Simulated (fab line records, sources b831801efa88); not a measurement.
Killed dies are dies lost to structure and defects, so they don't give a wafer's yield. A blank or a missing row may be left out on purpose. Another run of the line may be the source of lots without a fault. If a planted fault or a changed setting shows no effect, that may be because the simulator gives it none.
fab line records	flow sky130
record: lots: 5	wafers: 15	last_day: 50
route steps=708 shown VIA1@467 PAD_OPEN@708
lots that met no fault: taken from a fault-free run of the same line
start_h: start of the lot's first displayed wafer, in hours after the record's first day	wait_h: time in hours since the lot's previous step	" unchanged from the row above	L1.1+2: a row that stands for several wafers	- no value, or no start given	* or withheld: withheld	< > ~ a bound
route shown NAME@n: NAME is a module with steps in the file, n the number in the route of the first one	usual: mean/standard deviation taken from wafers without a fault	same: alike in all rows	chamber/n: place in a boat	sites: readings site by site	_std_site: standard deviation of those values	_edge_site: the outer-site mean with the inner-site mean subtracted	radius_mm: for every site, how far away it sits from the centre of the wafer	mask NAME#n: copy n	behind: the last tool/chamber to shape the wafer	hold: cause of the lot's hold/its duration in hours/its outcome	device: names the non-switching transistor (n, p or np)	end of line: the route-end tests of the same wafers	where a step has no rows: the recipe by itself	killed: count of dies lost to structure and defects at first sort (not the wafer's yield)	map: shows each die of a wafer: x if killed, . if not, _ if none is there
set.NAME: the setting that was run; set.NAME@STEP: the one run at that earlier step	model.NAME: the simulator's own value behind a step, which no gauge read
lots seen at some steps along the route; tables by step, rows by wafer
services: the hour from which a tool's chamber was out of use, counted from the record's first day as start_h (under 0 if before that day), plus the number of hours and why
== steps ==
step: SKY_VIA1_EXPOSE_09
recipe: mask_id: VIM	na: 0.8	source_shape: annular	sigma_inner: 0.55	sigma_outer: 0.85	target_cd_nm: 150	dose_mj: 38
step: SKY_VIA1_PEB_10
recipe: peb_temp_c: withheld	peb_time_s: withheld	resist: KrF-thick
step: SKY_VIA1_DEVELOP_11
recipe: develop_time_s: 60	resist: KrF-thick	dev_temp_c: 21
step: SKY_VIA1_CD_MEAS_12
recipe: target_cd_nm: 150
usual: cd_nm: 149.8/1.8
lot.wafer	tool	chamber	start_h	wait_h	cd_nm
L762.1	cd_sem-02	-	794.33	-	148.7
L762.4	"	-	"	"	148.1
L762.5	"	-	"	"	149.4
L772.1	cd_sem-02	-	884.47	-	148.6
L772.2	"	-	"	"	150.1
L772.6	"	-	"	"	149.4
L778.1	cd_sem-01	-	921.98	-	148.8
L778.2	"	-	"	"	146.1
L778.5	"	-	"	"	148.0
L782.1	cd_sem-02	-	944.48	-	151.7
L782.2	"	-	"	"	148.2
L782.6	"	-	"	"	151.9
L783.1	cd_sem-01	-	952.08	-	148.0
L783.5	"	-	"	"	149.1
L783.6	"	-	"	"	148.4
step: SKY_VIA1_OVL_MEAS_13
usual: VIA1_OVL: -6/6.2
lot.wafer	tool	chamber	start_h	wait_h	VIA1_OVL[nm]
L762.1	overlay-02	-	794.45	0.1	-15
L762.4	"	-	"	"	-10
L762.5	"	-	"	"	-17
L772.1	overlay-02	-	884.59	0.1	-13
L772.2	"	-	"	"	-18
L772.6	"	-	"	"	-20
L778.1	overlay-02	-	922.10	0.1	-10
L778.2	"	-	"	"	-15
L778.5	"	-	"	"	-9
L782.1	overlay-02	-	944.60	0.1	-9
L782.2	"	-	"	"	-7
L782.6	"	-	"	"	-12
L783.1	overlay-01	-	952.20	0.1	-1
L783.5	"	-	"	"	-3
L783.6	"	-	"	"	-5
step: SKY_VIA1_ETCH_14
recipe: chemistry: N2/H2	target: BARC	ion_energy_ev: 200	source_w: 500	bias_w: 100	pressure_mtorr: 30	n2_flow_sccm: 100	h2_flow_sccm: 200	stop_on: SiO2	time_s: 45.9	target_depth_a: 600
usual: chamber_pressure_mTorr: 30.000/0.027	drypump_motor_current_A: 5.4/0.46	h2_flow_sccm: 200.0/0.58	oes_product_au: 0.854/0.0047	throttle_valve_pct: 13.225/0.0094
same: time_s: 45.9
lot.wafer	tool	chamber	start_h	wait_h	chamber_pressure_mTorr	drypump_motor_current_A	h2_flow_sccm	oes_product_au	rf_hours_counter_h	throttle_valve_pct
L762.1	rie_diel-04	3	794.48	0.0	29.948	6.1	199.9	0.854	21	13.230
L762.4	"	0	"	"	29.980	6.1	200.3	0.850	15	13.223
L762.5	"	1	"	"	29.988	5.6	200.0	0.853	-	13.221
L772.1	rie_diel-04	2	884.63	0.0	30.009	5.0	200.0	0.846	24	13.228
L772.2	"	0	"	"	29.987	6.1	199.4	0.852	18	13.222
L772.6	"	3	"	"	29.993	6.1	200.0	0.855	-	13.206
L778.1	rie_diel-03	2	922.14	0.0	29.972	4.7	199.0	0.863	21	13.214
L778.2	"	0	"	"	29.992	6.2	199.3	0.840	14	13.233
L778.5	"	0	"	"	29.952	6.2	198.4	0.855	-	13.222
L782.1	rie_diel-04	0	944.63	0.0	29.930	6.0	200.5	0.857	19	13.224
L782.2	"	1	"	"	29.983	5.6	200.3	0.856	16	13.216
L782.6	"	3	"	"	29.933	6.1	199.8	0.861	-	13.222
L783.1	rie_diel-04	1	952.23	0.0	29.970	5.5	199.7	0.852	16	13.233
L783.5	"	1	"	"	29.986	5.5	199.6	0.859	-	13.219
L783.6	"	2	"	"	29.954	5.0	199.7	0.859	-	13.225
step: SKY_VIA1_ETCH_15
recipe: target: SiO2	chemistry: C4F8/O2/Ar	target_depth_nm: 351	stop_on: TiN	mask_material: KrF-thick	source_w: 1500	bias_w: 1200	pressure_mtorr: 40	c4f8_flow_sccm: withheld	O2_flow_sccm: 6	Ar_flow_sccm: 300	time_s: 54
usual: chamber_pressure_mTorr: 40.00/0.033	oes_product_au: 0.982/0.0054
same: time_s: 54
lot.wafer	tool	chamber	start_h	wait_h	chamber_pressure_mTorr	oes_product_au	rf_hours_counter_h
L762.1	rie_diel-04	3	794.52	0.0	40.01	0.986	21
L762.4	"	0	"	"	40.02	0.978	15
L762.5	"	1	"	"	39.99	0.988	-
L772.1	rie_diel-04	2	884.67	0.0	40.02	0.981	24
L772.2	"	0	"	"	39.97	0.980	18
L772.6	"	3	"	"	39.99	0.981	-
L778.1	rie_diel-03	2	922.18	0.0	39.96	0.977	21
L778.2	"	0	"	"	39.98	0.972	14
L778.5	"	0	"	"	40.01	0.970	-
L782.1	rie_diel-04	0	944.67	0.0	40.00	0.982	19
L782.2	"	1	"	"	39.97	0.980	16
L782.6	"	3	"	"	40.03	0.981	-
L783.1	rie_diel-04	1	952.27	0.0	40.02	0.984	16
L783.5	"	1	"	"	40.08	0.986	-
L783.6	"	2	"	"	40.02	0.986	-
step: SKY_VIA1_STRIP_16
recipe: chemistry: O2/N2	power_w: 1400	pressure_mtorr: 1500	platen_temp_c: withheld	o2_flow_sccm: 3000	n2_flow_sccm: 300	overash_fraction: 0.5
usual: chamber_pressure_mTorr: 1500.0/1.5	drypump_motor_current_A: 5.7/0.46	oes_product_au: 0.416/0.0046	strip_time_to_endpoint_s: 4.459/0.02
lot.wafer	tool	chamber	start_h	wait_h	chamber_pressure_mTorr	drypump_motor_current_A	oes_product_au	rf_hours_counter_h	strip_time_to_endpoint_s
L762.1	plasma_asher-03	1	794.57	0.0	1500.1	5.4	0.421	5	4.428
L762.4	"	0	"	"	1500.4	6.3	0.405	-	4.428
L762.5	"	1	"	"	1500.4	5.4	0.415	-	4.451
L772.1	plasma_asher-01	1	884.72	0.0	1499.1	5.6	0.413	75	4.483
L772.2	"	0	"	"	1499.2	5.1	0.412	75	4.489
L772.6	"	0	"	"	1498.2	5.1	0.413	-	4.486
L778.1	plasma_asher-03	0	922.23	0.0	1498.4	6.3	0.412	17	4.477
L778.2	"	1	"	"	1500.1	5.4	0.412	17	4.468
L778.5	"	1	"	"	1500.1	5.4	0.417	-	4.484
L782.1	plasma_asher-02	0	944.72	0.0	1500.4	6.4	0.414	110	4.475
L782.2	"	1	"	"	1499.0	5.8	0.409	110	4.454
L782.6	"	1	"	"	1502.5	5.8	0.417	-	4.439
L783.1	plasma_asher-01	1	952.32	0.0	1499.5	5.6	0.413	82	4.456
L783.5	"	1	"	"	1501.0	5.6	0.417	-	4.432
L783.6	"	0	"	"	1500.5	5.0	0.428	-	4.474
step: SKY_VIA1_STRIP_17
recipe: chemistry: post_etch_residue_remover	time_s: 1200	temp_c: 72.5
step: SKY_VIA1_CLEAN_18
recipe: chemistry: IPA	time_s: 180	temp_c: 25
step: SKY_VIA1_CLEAN_19
recipe: chemistry: O3/DIW	dry: n2_spin
step: SKY_VIA1_SPUTTER_20
recipe: material: TiN	target_thk_nm: 20	chamber_pressure_pa: 5	power_w: 4000	time_s: 80
usual: throttle_valve_pct: 30.3/1.2
same: time_s: 80
lot.wafer	tool	chamber	start_h	wait_h	throttle_valve_pct
L762.1	pvd_sputter-01	-	795.16	0.0	30.4
L762.4	"	-	"	"	31.0
L762.5	"	-	"	"	30.7
L772.1	pvd_sputter-03	-	885.37	0.0	27.2
L772.2	"	-	"	"	29.3
L772.6	"	-	"	"	27.4
L778.1	pvd_sputter-04	-	922.82	0.0	30.1
L778.2	"	-	"	"	29.4
L778.5	"	-	"	"	29.5
L782.1	pvd_sputter-04	-	945.34	0.0	29.3
L782.2	"	-	"	"	29.0
L782.6	"	-	"	"	32.3
L783.1	pvd_sputter-04	-	952.97	0.0	29.6
L783.5	"	-	"	"	29.0
L783.6	"	-	"	"	32.6
step: SKY_VIA1_CVD_21
recipe: material: W	target_thk_nm: 270	time_s: 80.902	temp_c: 400	pressure_torr: 40
usual: heater_power_w: 856/47
same: time_s: 80.902
lot.wafer	tool	chamber	start_h	wait_h	heater_power_w
L762.1	cvd_w-02	1	795.22	0.0	948
L762.4	"	1	"	"	943
L762.5	"	0	"	"	872
L772.1	cvd_w-01	0	885.43	0.0	812
L772.2	"	1	"	"	859
L772.6	"	0	"	"	791
L778.1	cvd_w-01	1	922.88	0.0	833
L778.2	"	0	"	"	807
L778.5	"	0	"	"	821
L782.1	cvd_w-02	0	945.41	0.0	878
L782.2	"	1	"	"	904
L782.6	"	1	"	"	915
L783.1	cvd_w-02	1	953.03	0.0	895
L783.5	"	1	"	"	875
L783.6	"	0	"	"	875
step: SKY_VIA1_RS_MEAS_22
recipe: thk_meas_gauge: four-point-probe	reads: W_of_VIA1_CVD_21+TiN_of_VIA1_SPUTTER_20
usual: VIA1_W_RS: 0.430/0.0054
lot.wafer	tool	chamber	start_h	wait_h	VIA1_W_RS[ohm/sq]
L762.1	film_metro-04	-	795.32	0.1	0.427
L762.4	"	-	"	"	0.428
L762.5	"	-	"	"	0.429
L772.1	film_metro-01	-	885.52	0.1	0.429
L772.2	"	-	"	"	0.430
L772.6	"	-	"	"	0.426
L778.1	film_metro-03	-	922.97	0.1	0.555
L778.2	"	-	"	"	0.422
L778.5	"	-	"	"	0.426
L782.1	film_metro-04	-	945.50	0.1	0.439
L782.2	"	-	"	"	0.432
L782.6	"	-	"	"	0.433
L783.1	film_metro-01	-	953.12	0.1	0.431
L783.5	"	-	"	"	0.433
L783.6	"	-	"	"	0.439
step: SKY_VIA1_THK_MEAS_23
recipe: thk_meas_gauge: xrf	reads: W_of_VIA1_CVD_21
usual: VIA1_W_THK: 270/3.8
lot.wafer	tool	chamber	start_h	wait_h	VIA1_W_THK[nm]
L762.1	film_metro-04	-	795.44	0.1	274
L762.4	"	-	"	"	273
L762.5	"	-	"	"	273
L772.1	film_metro-01	-	885.64	0.1	266
L772.2	"	-	"	"	267
L772.6	"	-	"	"	267
L778.1	film_metro-03	-	923.09	0.1	223
L778.2	"	-	"	"	274
L778.5	"	-	"	"	273
L782.1	film_metro-04	-	945.62	0.1	267
L782.2	"	-	"	"	271
L782.6	"	-	"	"	269
L783.1	film_metro-01	-	953.24	0.1	267
L783.5	"	-	"	"	263
L783.6	"	-	"	"	263
step: SKY_VIA1_CMP_24
recipe: stop_on: SiO2	t_overpolish_s: 15	down_force_psi: 3.5	platen_rpm: 60	target_thk_nm: 0	pad_velocity_m_s: 0.94248
usual: motor_current_A: 11.8/1.1	overpolish_run_s: 15.001/0.0083	time_to_endpoint_s: 64.6/2.8
lot.wafer	tool	chamber	start_h	wait_h	motor_current_A	overpolish_run_s	time_to_endpoint_s
L762.1	cmp-02	1	795.50	0.1	10.4	15.016	64.3
L762.4	"	0	"	"	11.6	15.010	67.4
L762.5	"	1	"	"	11.2	15.016	66.4
L772.2	cmp-02	2	886.04	0.4	11.6	15.014	68.0
L772.1	"	3	"	"	11.9	14.996	70.6
L772.6	"	3	"	"	12.8	15.008	66.7
L778.1	cmp-02	3	923.25	0.1	12.3	15.003	62.6
L778.2	"	0	"	"	11.7	15.002	64.8
L778.5	"	1	"	"	11.1	15.020	64.2
L782.1	cmp-01	3	945.68	0.1	9.8	14.994	63.9
L782.2	"	1	"	"	14.1	14.992	60.6
L782.6	"	0	"	"	12.2	14.997	66.3
L783.1	cmp-02	3	953.50	0.3	13.4	15.001	61.3
L783.6	"	2	"	"	12.7	14.990	61.6
L783.5	"	3	"	"	12.9	15.013	62.2
step: SKY_PAD_OPEN_PROBE_99
usual: defect_limited_yield: 82.4/1.8	killed_at_M0_to_M3: 44/7	killed_at_M4_up: 3.0/1.8	killed_at_contacts: 24/4.9	killed_at_front_end: 15/5	killed_at_other: 0.2/0.53	killed_dies: 87/8.7	killed_on_rim: 17/4	killed_open: 48/6.8	killed_short: 39/5.7	sort_bin_3_pad_short: 0.9/0.42	sort_bin_5_function: 10.4/1.5	sort_bin_6_memory: 6.3/1.1	sort_n_pass: 405/8.7	sort_yield_pct: 82.4/1.8
same: gross_dies: 492	killed_at_back_side: 0	sort_bin_4_leakage[%]: 0	sort_bin_8_speed[%]: 0
lot.wafer	tool	chamber	start_h	wait_h	defect_limited_yield[%]	killed_at_M0_to_M3	killed_at_M4_up	killed_at_contacts	killed_at_front_end	killed_at_other	killed_dies	killed_on_rim	killed_open	killed_short	sort_bin_3_pad_short[%]	sort_bin_5_function[%]	sort_bin_6_memory[%]	sort_n_pass	sort_yield_pct[%]
L762.1	prober-02	-	1075.55	0.1	81.7	43	4	24	19	0	90	17	52	38	1.0	10.4	6.9	402	81.7
L762.4	prober-02	-	1075.70	0.2	81.7	42	1	30	16	1	90	18	43	47	0.4	11.2	6.7	402	81.7
L762.5	prober-02	-	1075.75	0.2	78.5	49	7	25	25	0	106	20	55	51	1.4	14.0	6.1	386	78.5
L772.1	prober-01	-	1147.94	0.1	81.9	41	4	19	25	0	89	22	51	38	1.2	9.6	7.3	403	81.9
L772.2	prober-01	-	1147.99	0.1	82.3	43	4	31	8	1	87	16	44	43	1.2	10.0	6.5	405	82.3
L772.6	prober-01	-	1148.19	0.2	83.1	33	3	26	21	0	83	18	46	37	0.2	10.4	6.3	409	83.1
L782.1	prober-02	-	1186.97	0.1	84.3	48	2	18	9	0	77	17	43	34	1.4	8.1	6.1	415	84.3
L782.2	prober-02	-	1187.02	0.1	84.1	31	4	22	20	1	78	15	49	29	1.0	9.6	5.3	414	84.1
L782.6	prober-02	-	1187.22	0.2	83.1	49	3	16	15	0	83	12	40	43	1.2	8.9	6.7	409	83.1
L783.1	prober-01	-	1194.78	0.1	78.7	53	3	31	18	0	105	21	63	42	0.8	13.8	6.7	387	78.7
L783.5	prober-01	-	1194.98	0.2	80.5	55	5	25	10	1	96	16	57	39	1.4	11.6	6.5	396	80.5
L783.6	prober-01	-	1195.03	0.2	81.3	47	4	24	17	0	92	17	51	41	0.8	12.4	5.5	400	81.3
killed by level:class
L762.1 VIA1:geometric_particle:open=10 CONTACT:geometric_particle:open=8 LI_CONTACT:geometric_particle:open=7 VIA3:geometric_particle:open=7 FIELD_ISO:geometric_particle:short=6 VIA2:geometric_particle:open=6 METAL2:geometric_particle:short=5 POLY_GATE:geometric_particle:open=4
L762.4 VIA1:geometric_particle:open=15 CONTACT:geometric_particle:open=9 CONTACT:geometric_particle:short=7 VIA1:geometric_particle:short=7 LI_CONTACT:geometric_particle:short=6 METAL1:geometric_particle:short=5 POLY_GATE:geometric_particle:short=5 FIELD_ISO:geometric_particle:short=4
L762.5 CONTACT:geometric_particle:open=13 METAL1:geometric_particle:short=10 VIA1:geometric_particle:open=10 METAL2:geometric_particle:short=7 LI_CONTACT:geometric_particle:open=6 VIA1:geometric_particle:short=6 VIA2:geometric_particle:open=6 FIELD_ISO:geometric_particle:short=5
L772.1 FIELD_ISO:geometric_particle:open=11 METAL2:geometric_particle:short=10 VIA2:geometric_particle:open=9 CONTACT:geometric_particle:open=7 VIA1:geometric_particle:open=6 LOCAL_INTERCONNECT:geometric_particle:short=4 CONTACT:geometric_particle:short=4 FIELD_ISO:geometric_particle:short=3
L772.2 METAL2:geometric_particle:short=9 CONTACT:geometric_particle:open=9 LI_CONTACT:geometric_particle:open=8 VIA2:geometric_particle:open=6 METAL1:geometric_particle:short=6 LOCAL_INTERCONNECT:geometric_particle:short=5 VIA3:geometric_particle:open=5 LOCAL_INTERCONNECT:geometric_particle:open=4
L772.6 CONTACT:geometric_particle:open=11 VIA2:geometric_particle:open=7 POLY_GATE:geometric_particle:open=6 POLY_GATE:geometric_particle:short=5 LI_CONTACT:geometric_particle:open=5 VIA1:geometric_particle:short=5 METAL3:geometric_particle:short=5 LOCAL_INTERCONNECT:geometric_particle:open=4
L782.1 VIA1:geometric_particle:open=13 CONTACT:geometric_particle:open=8 METAL1:geometric_particle:short=8 METAL2:geometric_particle:short=7 SPACER:geometric_particle:open=4 CONTACT:geometric_particle:short=4 VIA1:geometric_particle:short=4 METAL1:geometric_particle:open=4
L782.2 VIA1:geometric_particle:open=12 CONTACT:geometric_particle:open=11 FIELD_ISO:geometric_particle:open=9 VIA2:geometric_particle:open=4 POLY_GATE:geometric_particle:open=3 SPACER:geometric_particle:short=3 LI_CONTACT:geometric_particle:open=3 LOCAL_INTERCONNECT:geometric_particle:short=3
L782.6 VIA1:geometric_particle:open=15 METAL1:geometric_particle:short=6 CONTACT:geometric_particle:open=6 VIA1:geometric_particle:short=6 FIELD_ISO:geometric_particle:short=5 VIA2:geometric_particle:short=5 FIELD_ISO:geometric_particle:open=4 LOCAL_INTERCONNECT:geometric_particle:short=4
L783.1 CONTACT:geometric_particle:open=13 VIA1:geometric_particle:open=10 VIA3:geometric_particle:open=10 LI_CONTACT:geometric_particle:open=8 VIA2:geometric_particle:open=8 POLY_GATE:geometric_particle:short=6 VIA1:geometric_particle:short=6 LOCAL_INTERCONNECT:geometric_particle:short=5
L783.5 VIA2:geometric_particle:open=11 VIA1:geometric_particle:open=10 CONTACT:geometric_particle:open=9 METAL1:geometric_particle:short=8 LI_CONTACT:geometric_particle:open=6 VIA1:geometric_particle:short=6 CONTACT:geometric_particle:short=5 VIA3:geometric_particle:open=4
L783.6 VIA1:geometric_particle:open=10 VIA3:geometric_particle:open=8 LI_CONTACT:geometric_particle:open=7 VIA1:geometric_particle:short=7 CONTACT:geometric_particle:short=6 CONTACT:geometric_particle:open=6 VIA2:geometric_particle:open=6 POLY_GATE:geometric_particle:open=4
== services ==
tool	chamber	start_h	hours	kind
pvd_sputter-01	-	772.47	1.0	repair
cmp-02	-	772.76	2.6	repair
plasma_asher-01	-	786.97	1.5	repair
rie_diel-04	-	788.30	1.8	repair
cmp-02	-	790.96	1.3	repair
cvd_w-01	-	794.01	3.4	repair
plasma_asher-02	-	797.28	6.6	repair
pvd_sputter-01	-	800.06	5.8	repair
plasma_asher-02	-	806.55	0.7	repair
plasma_asher-02	-	814.75	4.6	repair
cmp-01	-	821.45	1.4	repair
cmp-02	-	821.46	0.3	repair
pvd_sputter-04	-	822.10	1.0	repair
plasma_asher-02	-	836.99	0.7	repair
cmp-02	-	856.18	1.4	repair
plasma_asher-03	-	873.21	4.2	repair
cvd_w-02	-	877.83	0.6	repair
cvd_w-02	1	879.38	8.0	repair
cvd_w-02	-	904.00	14.0	pm
cmp-02	-	912.05	4.0	pm
cvd_w-02	1	914.83	9.1	repair
plasma_asher-03	-	916.93	2.8	pm
cvd_w-01	-	918.00	2.8	pm
cvd_w-02	-	921.15	2.8	pm
== key ==
first_sign: step: SKY_VIA1_RS_MEAS_22	reading: VIA1_W_RS	direction: up	sigmas: 23	usual: 0.430	struck: 0.555
effect: step: SKY_VIA1_THK_MEAS_23	reading: VIA1_W_THK	direction: down	sigmas: 12	usual: 270	struck: 223
met_at SKY_VIA1_CVD_21
struck_wafers L778.1
onset_between 885.43 922.88
fault: kind: site_profile_drift	tool: cvd_w-01	chamber: 1	onset_h: 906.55	steps: SKY_VIA1_CVD_21	basis: fraction	max_abs_drift: 0.3856	slope_share_per_hr: 85.69	site_pattern: 0,0,0,0,0,-1,-1,-1,-1
